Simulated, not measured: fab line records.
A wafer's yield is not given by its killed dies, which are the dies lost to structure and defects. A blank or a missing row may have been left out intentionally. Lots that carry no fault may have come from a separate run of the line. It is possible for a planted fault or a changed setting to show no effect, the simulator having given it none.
Chamber matching / flow sky130 / SKY_METAL4_ETCH_17 on rie diel-03: 4 sister chambers
The step etches SiO2 in C4F8/O2/Ar, stops on TiN, time 3.9 s, target depth 15 nm. 16 wafers are shown with their chamber, then 8 later ones without.

WAFERS PAIRED WITH THEIR CHAMBERS
wafer=L076.1; chamber=1; bias w (W)=1201; oes product au (a.u.)=0.760
wafer=L076.2; chamber=0; bias w (W)=1201; oes product au (a.u.)=0.765
wafer=L076.4; chamber=3; bias w (W)=1196; oes product au (a.u.)=0.762
wafer=L081.4; chamber=3; bias w (W)=1200; oes product au (a.u.)=0.756
wafer=L081.5; chamber=3; bias w (W)=1201; oes product au (a.u.)=0.768
wafer=L081.6; chamber=0; bias w (W)=1196; oes product au (a.u.)=0.752
wafer=L082.1; chamber=1; bias w (W)=1199; oes product au (a.u.)=0.744
wafer=L082.4; chamber=2; bias w (W)=1204; oes product au (a.u.)=0.751
wafer=L082.5; chamber=1; bias w (W)=1199; oes product au (a.u.)=0.751
wafer=L084.2; chamber=3; bias w (W)=1194; oes product au (a.u.)=0.750
wafer=L084.4; chamber=3; bias w (W)=1197; oes product au (a.u.)=0.748
wafer=L084.5; chamber=2; bias w (W)=1199; oes product au (a.u.)=0.752
wafer=L089.3; chamber=0; bias w (W)=1194; oes product au (a.u.)=0.755
wafer=L089.4; chamber=3; bias w (W)=1200; oes product au (a.u.)=0.768
wafer=L089.6; chamber=3; bias w (W)=1199; oes product au (a.u.)=0.765
wafer=L090.3; chamber=2; bias w (W)=1201; oes product au (a.u.)=0.750

SIGNATURES (averages over the wafers above)
reading=bias w; chamber 0=1197.00; chamber 1=1199.67; chamber 2=1201.33; chamber 3=1198.14; scatter within a chamber=2.59
reading=oes product au; chamber 0=0.75733; chamber 1=0.75167; chamber 2=0.75100; chamber 3=0.75957; scatter within a chamber=0.0073
Rule: distance of a wafer from a chamber = root of the sum over the readings of ((wafer's reading minus chamber's mean) / reading's scatter) squared. The wafer belongs to the nearest chamber; if the next one is less than 2 further off, it can't be placed. How the scatter is found: for the shown wafers, subtract from each reading the mean of its chamber, square and add these, divide the total by (wafers less chambers), then take the root.

WAFERS WITHOUT THEIR CHAMBER
wafer=L090.5; bias w (W)=1202; oes product au (a.u.)=0.748
wafer=L090.6; bias w (W)=1201; oes product au (a.u.)=0.758
wafer=L094.1; bias w (W)=1197; oes product au (a.u.)=0.752
wafer=L094.2; bias w (W)=1196; oes product au (a.u.)=0.755
wafer=L094.3; bias w (W)=1196; oes product au (a.u.)=0.766
wafer=L094.4; bias w (W)=1204; oes product au (a.u.)=0.764
wafer=L094.5; bias w (W)=1203; oes product au (a.u.)=0.771
wafer=L094.6; bias w (W)=1203; oes product au (a.u.)=0.767

EACH ONE'S CHAMBER
wafer=L090.5; from the rows above=can't be placed: 2 or 1 or 3 or 0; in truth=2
wafer=L090.6; from the rows above=can't be placed: 2 or 1 or 3 or 0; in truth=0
wafer=L094.1; from the rows above=can't be placed: 0 or 1 or 3 or 2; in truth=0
wafer=L094.2; from the rows above=can't be placed: 0 or 3 or 1 or 2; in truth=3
wafer=L094.3; from the rows above=can't be placed: 3 or 0 or 1 or 2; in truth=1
wafer=L094.4; from the rows above=can't be placed: 2 or 3 or 1 or 0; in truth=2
wafer=L094.5; from the rows above=can't be placed: 3 or 2 or 1 or 0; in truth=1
wafer=L094.6; from the rows above=can't be placed: 3 or 2 or 1 or 0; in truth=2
Correct placement for 0 of the 8. From these rows, 8 cannot be placed; in 8 the true chamber is one of the candidates. Wrongly placed: 0.
